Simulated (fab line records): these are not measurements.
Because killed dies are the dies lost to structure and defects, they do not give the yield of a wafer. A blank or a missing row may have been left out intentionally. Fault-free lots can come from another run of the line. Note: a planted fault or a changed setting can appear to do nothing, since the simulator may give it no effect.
Which of the tools did it? -- flow gf180mcu -- 12 lots, 36 wafers sampled, at 2 steps of a route of 602

WHAT THE GAUGES READ, wafer by wafer
GF_V5_BOW_MEAS_05.
lot,measured,on,V5_BOW (um)
L652,day 26 11:31,film_metro-04,132 123 126
L654,day 26 22:10,film_metro-04,131 133 136
L657,day 27 20:06,film_metro-02,128 126 130
L658,day 28 07:11,film_metro-02,148 148 159
L659,day 28 15:35,film_metro-04,139 158 138
L661,day 29 13:55,film_metro-01,137 129 125
L663,day 30 00:46,film_metro-01,150 144 142
L664,day 30 08:43,film_metro-04,136 136 139
L666,day 30 14:39,film_metro-02,137 147 135
L673,day 32 08:58,film_metro-02,132 141 140
L674,day 32 12:55,film_metro-04,134 122 137
L675,day 33 00:08,film_metro-01,144 134 151

EACH LOT AND THE TOOL THAT RAN IT (in order: tool; ch and the chambers of the sampled wafers; start)
lot,GF_MIM_STRIP_20
L652,"plasma_asher-02 ch 0,1, day 25 12:58"
L654,"plasma_asher-04 ch 0,1, day 26 00:04"
L657,"plasma_asher-04 ch 0,1, day 26 21:32"
L658,"plasma_asher-02 ch 0,1, day 27 10:35"
L659,"plasma_asher-04 ch 0,1, day 27 17:45"
L661,"plasma_asher-04 ch 0,1, day 28 17:11"
L663,"plasma_asher-01 ch 0,1, day 29 04:23"
L664,"plasma_asher-04 ch 0, day 29 12:53"
L666,"plasma_asher-04 ch 0,1, day 29 18:07"
L673,"plasma_asher-01 ch 0,1, day 31 14:20"
L674,"plasma_asher-02 ch 0,1, day 31 18:43"
L675,"plasma_asher-04 ch 0, day 32 05:53"
- GF_MIM_STRIP_20: strips in O2/N2.

WHAT THE TOOLS THEMSELVES READ (means of the sampled wafers that have a number; where no wafer has one, the mark that the record gives instead)
GF_MIM_STRIP_20.
lot,tool,drypump_motor_current_A (A),heater_power_w (W),oes_product_au (a.u.),strip_time_to_endpoint_s (s)
L652,plasma_asher-02,6.0,346,0.693,11.18
L654,plasma_asher-04,5.8,303,0.693,11.26
L657,plasma_asher-04,5.8,299,0.691,11.20
L658,plasma_asher-02,6.0,346,0.692,11.21
L659,plasma_asher-04,6.1,305,0.692,11.29
L661,plasma_asher-04,6.1,301,0.694,11.24
L663,plasma_asher-01,5.3,325,0.692,11.27
L664,plasma_asher-04,5.6,301,0.693,11.21
L666,plasma_asher-04,6.1,307,0.688,11.25
L673,plasma_asher-01,5.2,345,0.689,11.27
L674,plasma_asher-02,6.0,347,0.689,11.26
L675,plasma_asher-04,5.5,288,0.697,11.24

THE ANSWER, worked out from the rows above alone
Rule: the usual values come from the lots themselves. Put in order of their means at a reading, lots are off if they are a third of the lots or fewer, leave a main group of 4 or more, and stand apart from it by a gap of 3 or more times the standard deviation of the main group's means; of several such gaps the widest counts. A main group whose means are all the same, to the digits that the tables above print for the reading, isn't used. A lot without any number at a reading at which 4 lots or more have one is off too. Where the step has rows for the other lots, those lots are counted as sound. Order of review: gauges by route order, followed by the tools' own readings, for which a lot's mean as printed above is used. At the first step where some lot is off, the reading lying furthest off is the one used; lots without a number count as furthest.
No lot is off on any of the readings shown, so nothing can be concluded from this.

WHAT THE SIMULATOR HAD PUT IN
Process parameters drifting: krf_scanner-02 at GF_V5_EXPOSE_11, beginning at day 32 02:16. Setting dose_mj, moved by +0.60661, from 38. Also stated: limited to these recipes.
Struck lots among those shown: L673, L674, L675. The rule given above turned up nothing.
